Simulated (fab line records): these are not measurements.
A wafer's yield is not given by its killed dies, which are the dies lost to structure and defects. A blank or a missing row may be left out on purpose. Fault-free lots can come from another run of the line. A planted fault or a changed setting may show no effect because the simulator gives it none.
fab line records | flow sky130
record lots=5 wafers=15 lastDay=50
route steps=708 shown LDD_LDN@297 SPACER@304
lots that met no fault: from a run of the same line without faults
startH: the number of hours between the record's first day and the start of the first shown wafer of the lot | waitH: how many hours have passed since the lot's step before this one | " the same as in the row above | L1.1+2: one row covering several wafers at once | - value missing, or start not given | * or withheld: withheld | < > ~ a bound
route shown NAME@n: a module of which the file shows steps, and the number in the route of the first | usual: mean and standard deviation over wafers with no fault | same: alike in all rows | chamber/n: place in a boat | sites: readings site by site | _std_site: standard deviation of those values | _edge_site: mean of outer sites minus mean of inner sites | radiusMm: for every site, how far away it sits from the centre of the wafer | mask NAME#n: copy n | behind: tool/chamber where the wafer was last shaped | hold: the reason the lot was held/the length of the hold in hours/how it ended | device: the transistor (n, p or np) that didn't switch | end of line: tests run on the same wafers once the route is complete | where a step has no rows: the recipe by itself | killed: dies lost to structure and defects at the first sort, not the wafer's yield | map: shows each die of a wafer: x if killed, . if not, _ if none is there
set.NAME: the setting the step ran with; set.NAME@STEP: the setting that earlier step ran with | model.NAME: the simulator's own value behind a step, which no gauge read
lots at some steps of the route; a table a step, a row a wafer
services: the hour from which a tool's chamber was out of use, counted from the record's first day as startH (under 0 if before that day), plus the number of hours and why
## steps
# step SKY_LDD_LDN_IMPLANT_08
# recipe species=As energyKev=15 doseCm2=1.25e+13 tiltDeg=withheld rotationDeg=23
# same implantIonAmu=75
# columns lot.wafer tool chamber startH waitH
L075.1+3+4 implanter-03 0 540.23 0.0
L081.3+4+5 implanter-02 0 605.18 0.1
L082.2+3+5 implanter-01 0 606.10 0.0
L091.2+5+6 implanter-03 0 681.65 0.0
L094.2+3+4 implanter-01 0 695.57 0.0
# step SKY_LDD_LDN_IMPLANT_09
# recipe species=As energyKev=15.13 doseCm2=1.25e+13 tiltDeg=withheld rotationDeg=113
# same implantIonAmu=75
# columns lot.wafer tool chamber startH waitH
L075.1+3+4 implanter-03 0 540.38 0.1
L081.3+4+5 implanter-02 0 605.33 0.1
L082.2+3+5 implanter-01 0 606.25 0.1
L091.2+5+6 implanter-03 0 681.80 0.1
L094.2+3+4 implanter-01 0 695.72 0.1
# step SKY_LDD_LDN_IMPLANT_10
# recipe species=As energyKev=15 doseCm2=1.25e+13 tiltDeg=withheld rotationDeg=203
# same implantIonAmu=75
# columns lot.wafer tool chamber startH waitH
L075.1+3+4 implanter-03 0 540.53 0.1
L081.3+4+5 implanter-02 0 605.48 0.1
L082.2+3+5 implanter-01 0 606.40 0.1
L091.2+5+6 implanter-03 0 681.95 0.1
L094.2+3+4 implanter-01 0 695.87 0.1
# step SKY_LDD_LDN_IMPLANT_11
# recipe species=As energyKev=15 doseCm2=1.25e+13 tiltDeg=withheld rotationDeg=293
# same implantIonAmu=75
# columns lot.wafer tool chamber startH waitH
L075.1+3+4 implanter-03 0 540.68 0.1
L081.3+4+5 implanter-02 0 605.63 0.1
L082.2+3+5 implanter-01 0 606.55 0.1
L091.2+5+6 implanter-03 0 682.10 0.1
L094.2+3+4 implanter-01 0 696.02 0.1
# step SKY_LDD_LDN_STRIP_12
# recipe chemistry=O2/N2 powerW=1400 pressureMtorr=1500 platenTempC=withheld o2FlowSccm=3000 n2FlowSccm=300 overashFraction=0.5
# usual drypumpMotorCurrentA=5.6/0.48 oesProductAu=0.715/0.0044 stripTimeToEndpointS=14.19/0.042
# columns lot.wafer tool chamber startH waitH drypumpMotorCurrentA oesProductAu rfHoursCounterH stripTimeToEndpointS
L075.1 plasmaAsher-03 0 540.83 0.1 5.9 0.720 43 14.21
L075.3 " 0 " " 5.9 0.718 - 14.21
L075.4 " 1 " " 5.7 0.714 - 14.21
L081.3 plasmaAsher-04 0 605.76 0.1 5.9 0.721 - 14.14
L081.4 " 1 " " 5.0 0.712 - 14.13
L081.5 " 1 " " 5.0 0.720 - 14.09
L082.2 plasmaAsher-03 1 606.68 0.1 5.7 0.713 50 14.21
L082.3 " 1 " " 5.7 0.714 - 14.19
L082.5 " 1 " " 5.6 0.706 - 14.17
L091.2 plasmaAsher-01 1 682.23 0.1 5.0 0.719 98 14.20
L091.5 " 0 " " 6.4 0.711 - 14.19
L091.6 " 1 " " 5.0 0.717 - 14.21
L094.2 plasmaAsher-03 1 696.14 0.1 5.6 0.713 58 14.20
L094.3 " 1 " " 5.6 0.719 - 14.16
L094.4 " 0 " " 5.9 0.723 - 14.21
# step SKY_LDD_LDN_TW_MEAS_13
# usual LDD_LDN_TW=1479/11
# columns lot.wafer tool chamber startH waitH LDD_LDN_TW
L075.1 filmMetro-03 - 540.93 0.1 1483
L075.3 " - " " 1481
L075.4 " - " " 1483
L081.3 filmMetro-03 - 605.85 0.1 1487
L081.4 " - " " 1488
L081.5 " - " " 1494
L082.2 filmMetro-04 - 606.79 0.1 1463
L082.3 " - " " 1476
L082.5 " - " " 1468
L091.2 filmMetro-03 - 682.34 0.1 1486
L091.5 " - " " 1481
L091.6 " - " " 1473
L094.2 filmMetro-03 - 696.25 0.1 1485
L094.3 " - " " 1486
L094.4 " - " " 1484
# step SKY_LDD_LDN_CLEAN_14
# recipe chemistry=SC1/SC2 mix=1:4:20 tempC=70 timeS=150 dry=n2Spin
# same timeS=150
# columns lot.wafer tool chamber startH waitH
L075.1+3+4 wetBench-04 0 540.99 0.1
L081.3+4+5 wetBench-02 0 605.89 0.0
L082.2+3+5 wetBench-03 3 606.84 0.0
L091.2+5+6 wetBench-04 2 682.39 0.0
L094.2+3+4 wetBench-03 2 696.30 0.0
# step SKY_SPACER_CVD_00
# recipe material=Si3N4 precursor=DCS/NH3 targetThkNm=43.1 tempC=770 timeS=740 pressureMtorr=250
# usual spikeTcBottomC=789.5/0.94
# same timeS=740
# columns lot.wafer tool chamber startH waitH spikeTcBottomC
L075.1 lpcvd-02 1 542.65 1.6 790.3
L075.3 " 1 " " 790.3
L075.4 " 1 " " 788.0
L081.3 lpcvd-02 1 606.88 0.9 790.0
L081.4 " 1 " " 789.1
L081.5 " 1 " " 788.5
L082.2 lpcvd-02 0 608.09 1.2 789.5
L082.3 " 0 " " 789.6
L082.5 " 0 " " 787.7
L091.2 lpcvd-02 1 684.15 1.7 788.6
L091.5 " 1 " " 791.9
L091.6 " 1 " " 789.0
L094.2 lpcvd-02 1 696.54 0.2 790.6
L094.3 " 1 " " 789.8
L094.4 " 1 " " 791.2
# step SKY_SPACER_THK_MEAS_01
# recipe reads=Si3N4_of_SPACER_CVD_00
# usual SPACER_CVD_00_THK=43.1/0.41
# columns lot.wafer tool chamber startH waitH SPACER_CVD_00_THK[nm]
L075.1 filmMetro-02 - 543.85 0.0 43.0
L075.3 " - " " 43.2
L075.4 " - " " 42.7
L081.3 filmMetro-04 - 608.11 0.0 42.9
L081.4 " - " " 42.7
L081.5 " - " " 42.7
L082.2 filmMetro-03 - 609.30 0.0 42.5
L082.3 " - " " 42.7
L082.5 " - " " 42.5
L091.2 filmMetro-04 - 685.37 0.0 43.3
L091.5 " - " " 43.5
L091.6 " - " " 43.4
L094.2 filmMetro-04 - 697.76 0.0 42.8
L094.3 " - " " 42.6
L094.4 " - " " 42.6
# step SKY_SPACER_ETCHBACK_02
# recipe chemistry=CH3F/O2 target=Si3N4 stopOn=SiO2 sourceW=400 biasW=80 pressureMtorr=25 ch3fFlowSccm=40 O2_flow_sccm=30 timeS=46.7 targetDepthA=450
# usual drypumpMotorCurrentA=5.3/0.41 oesProductAu=0.854/0.0064 throttleValvePct=10.561/0.0095
# same timeS=46.7
# columns lot.wafer tool chamber startH waitH drypumpMotorCurrentA oesProductAu rfHoursCounterH throttleValvePct
L075.1 rieDiel-04 1 543.91 0.1 4.9 0.856 56 10.553
L075.3 " 2 " " 4.9 0.854 17 10.554
L075.4 " 3 " " 5.9 0.855 2 10.556
L081.3 rieDiel-03 1 608.15 0.0 5.2 0.851 5 10.563
L081.4 " 3 " " 5.1 0.838 1 10.566
L081.5 " 1 " " 5.2 0.855 - 10.558
L082.2 rieDiel-03 2 609.35 0.0 4.9 0.855 11 10.547
L082.3 " 0 " " 5.8 0.844 7 10.564
L082.5 " 2 " " 4.8 0.850 - 10.560
L091.2 rieDiel-04 3 685.42 0.0 6.0 0.854 6 10.549
L091.5 " 2 " " 4.9 0.865 - 10.562
L091.6 " 3 " " 6.0 0.856 - 10.550
L094.2 rieDiel-03 1 697.81 0.0 5.1 0.854 7 10.558
L094.3 " 2 " " 4.9 0.842 13 10.555
L094.4 " 3 " " 5.1 0.850 2 10.565
## services
# columns tool chamber startH hours kind
rieDiel-03 3 525.40 - clean
rieDiel-03 3 525.40 21.3 scheduledDown
rieDiel-03 3 525.40 21.3 ventCycle
implanter-01 - 554.71 3.0 repair
wetBench-03 - 587.81 1.7 repair
rieDiel-04 3 601.82 2.9 repair
rieDiel-04 2 611.03 12.8 repair
rieDiel-04 1 614.39 7.8 repair
rieDiel-03 - 624.14 14.6 pm
plasmaAsher-03 - 639.03 2.8 pm
rieDiel-03 1 639.04 6.0 repair
implanter-01 - 650.37 3.5 pm
rieDiel-04 - 656.46 0.5 repair
rieDiel-04 1 670.57 - clean
rieDiel-04 1 670.57 14.7 scheduledDown
rieDiel-04 1 670.57 14.7 ventCycle
rieDiel-03 2 670.67 12.4 repair
wetBench-02 - 678.53 33.7 pm
plasmaAsher-03 - 691.11 0.6 repair
rieDiel-04 - 691.91 0.3 repair
## key
fault none
